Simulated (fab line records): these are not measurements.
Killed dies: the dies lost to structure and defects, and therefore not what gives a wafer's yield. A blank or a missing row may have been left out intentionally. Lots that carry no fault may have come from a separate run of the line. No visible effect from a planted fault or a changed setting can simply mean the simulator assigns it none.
Which of the tools did it? + flow sfq_line + Sampling: 14 lots, 42 wafers, 3 of 325 route steps

WHAT THE GAUGES READ, wafer by wafer
SFQ_L0_RS_MEAS_901: the measuring method here is four-point-probe.
| lot  | measured    | on            | L0_MONX_KI_RS (ohm/sq) |
|------|-------------|---------------|------------------------|
| L429 | day 1 12:35 | film_metro-01 | 43.7 43.4 44.1         |
| L430 | day 1 17:34 | film_metro-01 | 44.1 44.2 44.1         |
| L432 | day 2 03:35 | film_metro-04 | 44.5 44.1 44.1         |
| L433 | day 2 08:37 | film_metro-02 | 43.0 43.0 43.2         |
| L434 | day 2 13:34 | film_metro-02 | 43.4 43.8 43.6         |
| L436 | day 2 23:34 | film_metro-04 | 43.9 44.2 44.2         |
| L437 | day 3 04:34 | film_metro-02 | 43.5 43.5 43.2         |
| L440 | day 3 19:36 | film_metro-01 | 43.6 43.8 43.9         |
| L441 | day 4 00:35 | film_metro-04 | 43.8 44.0 44.1         |
| L443 | day 4 10:34 | film_metro-04 | 43.7 43.5 43.7         |
| L445 | day 4 20:36 | film_metro-04 | 24.5 43.4 43.5         |
| L449 | day 5 16:35 | film_metro-04 | 24.2 42.4 42.5         |
| L450 | day 5 21:34 | film_metro-04 | 43.3 43.3 43.3         |
| L452 | day 6 07:34 | film_metro-02 | 43.1 43.4 43.3         |

SFQ_L0_THK_MEAS_902: measures by xrf.
| lot  | measured    | on            | L0_MONX_KI_THK (nm) |
|------|-------------|---------------|---------------------|
| L429 | day 1 12:41 | film_metro-01 | 39.2 39.7 39.3      |
| L430 | day 1 17:41 | film_metro-01 | 39.1 39.2 39.1      |
| L432 | day 2 03:41 | film_metro-04 | 39.0 39.2 39.1      |
| L433 | day 2 08:43 | film_metro-02 | 40.3 40.4 40.0      |
| L434 | day 2 13:41 | film_metro-02 | 39.9 39.5 39.8      |
| L436 | day 2 23:41 | film_metro-04 | 39.3 39.2 39.0      |
| L437 | day 3 04:41 | film_metro-02 | 39.9 39.9 40.0      |
| L440 | day 3 19:42 | film_metro-01 | 40.1 39.9 39.6      |
| L441 | day 4 00:41 | film_metro-04 | 39.4 39.1 39.0      |
| L443 | day 4 10:41 | film_metro-04 | 39.6 39.5 39.4      |
| L445 | day 4 20:42 | film_metro-04 | 69.8 39.9 39.6      |
| L449 | day 5 16:41 | film_metro-04 | 71.4 40.9 40.8      |
| L450 | day 5 21:41 | film_metro-04 | 40.0 39.6 39.9      |
| L452 | day 6 07:41 | film_metro-02 | 39.7 39.7 39.7      |

EACH LOT AND THE TOOL THAT RAN IT (in order: tool; ch and the chambers of the sampled wafers; start)
| lot  | SFQ_TRILAYER_L0_DEP_SPUTTER_003 |
|------|---------------------------------|
| L429 | pvd_sputter-06, day 1 12:29     |
| L430 | pvd_sputter-03, day 1 17:29     |
| L432 | pvd_sputter-06, day 2 03:29     |
| L433 | pvd_sputter-05, day 2 08:29     |
| L434 | pvd_sputter-05, day 2 13:29     |
| L436 | pvd_sputter-03, day 2 23:29     |
| L437 | pvd_sputter-05, day 3 04:29     |
| L440 | pvd_sputter-05, day 3 19:29     |
| L441 | pvd_sputter-06, day 4 00:29     |
| L443 | pvd_sputter-03, day 4 10:29     |
| L445 | pvd_sputter-03, day 4 20:29     |
| L449 | pvd_sputter-03, day 5 16:29     |
| L450 | pvd_sputter-05, day 5 21:29     |
| L452 | pvd_sputter-06, day 6 07:29     |
- SFQ_TRILAYER_L0_DEP_SPUTTER_003: material MoNx KI, target thk 40 nm, time 100 s.

WHAT THE TOOLS THEMSELVES READ (means of the sampled wafers that have a number; where no wafer has one, the mark that the record gives instead)
SFQ_TRILAYER_L0_DEP_SPUTTER_003.
| lot  | tool           | chamber_pressure_pa (Pa) | throttle_valve_pct (%) |
|------|----------------|--------------------------|------------------------|
| L429 | pvd_sputter-06 | 0.4004                   | 29.2                   |
| L430 | pvd_sputter-03 | 0.4003                   | 29.6                   |
| L432 | pvd_sputter-06 | 0.3994                   | 30.2                   |
| L433 | pvd_sputter-05 | 0.4001                   | 30.1                   |
| L434 | pvd_sputter-05 | 0.3995                   | 30.3                   |
| L436 | pvd_sputter-03 | 0.4002                   | 30.0                   |
| L437 | pvd_sputter-05 | 0.3998                   | 30.3                   |
| L440 | pvd_sputter-05 | 0.3995                   | 30.2                   |
| L441 | pvd_sputter-06 | 0.4002                   | 29.5                   |
| L443 | pvd_sputter-03 | 0.4001                   | 29.7                   |
| L445 | pvd_sputter-03 | 0.4010                   | 29.8                   |
| L449 | pvd_sputter-03 | 0.3996                   | 29.0                   |
| L450 | pvd_sputter-05 | 0.4007                   | 30.3                   |
| L452 | pvd_sputter-06 | 0.3993                   | 30.1                   |

THE ANSWER, worked out from the rows above alone
Rule: the usual values come from the lots themselves. The widest of any qualifying gaps counts: lots, ordered by their means at a reading, are off when they make up no more than a third of the lots, leave a main group of 4 or more, and stand apart from it by 3 or more times the standard deviation of that group's means. Not used: any main group whose means are identical at the precision the tables above print for the reading. A lot without any number at a reading at which 4 lots or more have one is off too. The other lots that the step has rows for count as sound. Order of review: gauges by route order, followed by the tools' own readings, for which a lot's mean as printed above is used. At the first step where some lot is off, the reading lying furthest off is the one used; lots without a number count as furthest.
Off: L445, L449, at SFQ_L0_RS_MEAS_901 (L0_MONX_KI_RS). Mean 43.7 ohm/sq and standard deviation 0.36 in the main group.
If a tool, at a process step before that reading, ran all the lots that are off and no sound lot after the first of them, it fits. Those tools and the gauges at SFQ_L0_RS_MEAS_901 are tried in the same way. One fits: SFQ_TRILAYER_L0_DEP_SPUTTER_003 on pvd_sputter-03. A fault onset in the window from L443 (day 4 10:29, its last sound lot) to L445 (day 4 20:29, its first lot off) fits.

WHAT THE SIMULATOR PUT IN
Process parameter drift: pvd_sputter-03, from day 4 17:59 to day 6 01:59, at SFQ_TRILAYER_L0_DEP_SPUTTER_003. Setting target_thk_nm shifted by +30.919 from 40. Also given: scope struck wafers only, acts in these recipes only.
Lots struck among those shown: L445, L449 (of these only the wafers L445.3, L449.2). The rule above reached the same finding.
